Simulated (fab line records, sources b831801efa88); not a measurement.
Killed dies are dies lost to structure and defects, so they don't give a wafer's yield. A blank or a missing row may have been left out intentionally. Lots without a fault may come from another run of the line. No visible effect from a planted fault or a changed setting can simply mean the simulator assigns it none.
The tool behind it: which one?	flow sky130	12 lots with 36 wafers sampled at 5 steps, on a route of 708 steps

## WHAT EACH GAUGE READ, for each wafer
SKY_LDD_N_TW_MEAS_17. Usual: for LDD_N_TW the level is 2605 and the standard deviation is 16.
lot	measured	on	LDD_N_TW	flag
L388	day 17 22:00	filmMetro-01	2598 2593 2588	
L389	day 18 04:08	filmMetro-01	2602 2601 2596	
L391	day 18 14:47	filmMetro-04	2610 2609 2597	
L392	day 19 02:07	filmMetro-03	2618 2631 2635	
L393	day 19 11:05	filmMetro-01	2593 2597 2587	
L395	day 20 19:41	filmMetro-03	2624 2618 2601	
L399	day 21 17:23	filmMetro-04	2590 2596 2595	
L400	day 22 04:32	filmMetro-04	2623 2603 2629	
L405	day 23 23:11	filmMetro-04	2607 2607 2624	
L408	day 24 21:26	filmMetro-04	2621 2609 2614	
L410	day 25 15:14	filmMetro-01	2580 2597 2582	
L411	day 25 22:11	filmMetro-01	2595 2584 2582	

SKY_LDD_HVN_OVL_MEAS_07. Usual: for LDD_HVN_OVL the level is -0.9 nm and the standard deviation is 1.3.
lot	measured	on	LDD_HVN_OVL (nm)	flag
L388	day 20 11:43	overlay-02	-2.1 -2.3 -2.7	
L389	day 20 18:39	overlay-02	1.6 0.6 -0.3	
L391	day 21 06:02	overlay-02	-1.3 -0.2 1.4	
L392	day 21 16:14	overlay-02	1.3 -2.7 0.0	
L393	day 22 01:23	overlay-01	-0.3 -0.1 -1.6	
L395	day 23 10:35	overlay-02	-0.3 -0.4 -1.5	
L399	day 24 07:00	overlay-02	-3.3 -1.7 -1.9	
L400	day 24 18:50	overlay-01	-1.7 -1.5 -1.2	
L405	day 26 11:56	overlay-01	-1.8 -0.7 -0.7	
L408	day 27 08:41	overlay-01	-1.2 -0.8 -2.1	
L410	day 28 02:57	overlay-02	-0.8 -1.9 -1.4	
L411	day 28 08:54	overlay-01	-1.2 -1.4 -1.9	

SKY_LDD_HVN_TW_MEAS_10. Usual: for LDD_HVN_TW the level is 1444 and the standard deviation is 7.2.
lot	measured	on	LDD_HVN_TW	flag
L388	day 20 12:00	filmMetro-02	1428 1430 1433	
L389	day 20 18:56	filmMetro-01	1440 1446 1445	
L391	day 21 06:20	filmMetro-04	1447 1446 1448	
L392	day 21 16:31	filmMetro-02	1435 1445 1439	
L393	day 22 01:41	filmMetro-02	1443 1439 1439	
L395	day 23 10:52	filmMetro-02	1446 1446 1447	
L399	day 24 07:17	filmMetro-04	1295 1292 1294	OFF
L400	day 24 19:07	filmMetro-01	1284 1285 1284	OFF
L405	day 26 12:13	filmMetro-02	1447 1449 1450	
L408	day 27 08:59	filmMetro-02	1436 1448 1446	
L410	day 28 03:14	filmMetro-04	1451 1458 1459	
L411	day 28 09:11	filmMetro-04	1454 1444 1451	

## TOOL THAT RAN EACH LOT (tool first, then ch and the chambers of the sampled wafers, then the start)
lot	SKY_GATE_OXIDE_STRIP_13	SKY_LDD_HVN_IMPLANT_08
L388	plasmaAsher-02 ch 0,1, day 14 01:52	implanter-04 ch 0, day 20 11:47
L389	plasmaAsher-01 ch 0,1, day 14 07:37	implanter-01 ch 0, day 20 18:43
L391	plasmaAsher-04 ch 0,1, day 14 15:17	implanter-04 ch 0, day 21 06:05
L392	plasmaAsher-01 ch 0,1, day 15 00:56	implanter-04 ch 0, day 21 16:16
L393	plasmaAsher-01 ch 0,1, day 15 09:18	implanter-02 ch 0, day 22 01:26
L395	plasmaAsher-02 ch 0,1, day 16 04:20	implanter-04 ch 0, day 23 10:37
L399	plasmaAsher-01 ch 0,1, day 17 10:47	implanter-04 ch 0, day 24 07:02
L400	plasmaAsher-04 ch 0,1, day 17 22:29	implanter-04 ch 0, day 24 18:52
L405	plasmaAsher-01 ch 0,1, day 19 18:56	implanter-02 ch 0, day 26 11:58
L408	plasmaAsher-01 ch 0,1, day 20 15:26	implanter-01 ch 0, day 27 08:45
L410	plasmaAsher-04 ch 0,1, day 21 12:07	implanter-04 ch 0, day 28 03:01
L411	plasmaAsher-04 ch 0,1, day 21 17:05	implanter-02 ch 0, day 28 08:56
- SKY_GATE_OXIDE_STRIP_13: strips in O2/N2.
- SKY_LDD_HVN_IMPLANT_08

## WHAT THE TOOLS THEMSELVES READ (means of the sampled wafers that have a number; where no wafer has one, the mark that the record gives instead)
SKY_GATE_OXIDE_STRIP_13. Usual: drypumpMotorCurrentA 5.95 A, standard deviation 0.28; oesProductAu 0.715 a.u., standard deviation 0.0046; stripTimeToEndpointS 14.18 s, standard deviation 0.04.
lot	tool	drypumpMotorCurrentA (A)	oesProductAu (a.u.)	stripTimeToEndpointS (s)	flag
L388	plasmaAsher-02	6.13	0.714	14.16	
L389	plasmaAsher-01	6.06	0.715	14.19	
L391	plasmaAsher-04	5.77	0.715	14.19	
L392	plasmaAsher-01	6.04	0.719	14.15	
L393	plasmaAsher-01	5.97	0.716	14.21	
L395	plasmaAsher-02	6.15	0.713	14.18	
L399	plasmaAsher-01	5.99	0.716	14.15	
L400	plasmaAsher-04	5.74	0.713	14.17	
L405	plasmaAsher-01	5.98	0.715	14.19	
L408	plasmaAsher-01	6.06	0.714	14.20	
L410	plasmaAsher-04	5.77	0.720	14.17	
L411	plasmaAsher-04	5.73	0.715	14.23	

SKY_LDD_HVN_IMPLANT_08. Usual: endStationPressureTorr 5.14e-06 Torr, standard deviation 2.8e-07; tiltDeg 39.999 degrees, standard deviation 0.021.
lot	tool	endStationPressureTorr (Torr)	tiltDeg (degrees)	flag
L388	implanter-04	5.21e-06	39.987	
L389	implanter-01	5.17e-06	40.010	
L391	implanter-04	5.20e-06	40.030	
L392	implanter-04	4.94e-06	40.012	
L393	implanter-02	5.20e-06	39.973	
L395	implanter-04	5.09e-06	40.003	
L399	implanter-04	5.10e-06	-0.009	OFF
L400	implanter-04	5.01e-06	0.017	OFF
L405	implanter-02	5.19e-06	40.020	
L408	implanter-01	5.26e-06	39.995	
L410	implanter-04	5.11e-06	40.013	
L411	implanter-02	5.38e-06	39.989	

## THE ANSWER, worked out from the rows above alone
Rule: lot off if the mean of its wafers having a number is beyond 3 standard deviations from the usual mean. A lot without any number at a reading at which 4 lots or more have one is off too. Any other lot the step has rows for is counted as sound. Order of review: gauges by route order, followed by the tools' own readings, for which a lot's mean as printed above is used. At the first step where some lot is off, the reading lying furthest off is the one used; lots without a number count as furthest.
Off: L399, L400, at SKY_LDD_HVN_TW_MEAS_10 (LDD_HVN_TW).
A tool fits if, at a process step before that reading, it ran every lot that is off, and no sound lot after the first of them. Not tried: the gauges at SKY_LDD_HVN_TW_MEAS_10; whatever is off there is also off at SKY_LDD_HVN_IMPLANT_08, on other tools, and gauge error can't account for it. Of those tried, none fits.

## WHAT HAD BEEN PUT IN BY THE SIMULATOR
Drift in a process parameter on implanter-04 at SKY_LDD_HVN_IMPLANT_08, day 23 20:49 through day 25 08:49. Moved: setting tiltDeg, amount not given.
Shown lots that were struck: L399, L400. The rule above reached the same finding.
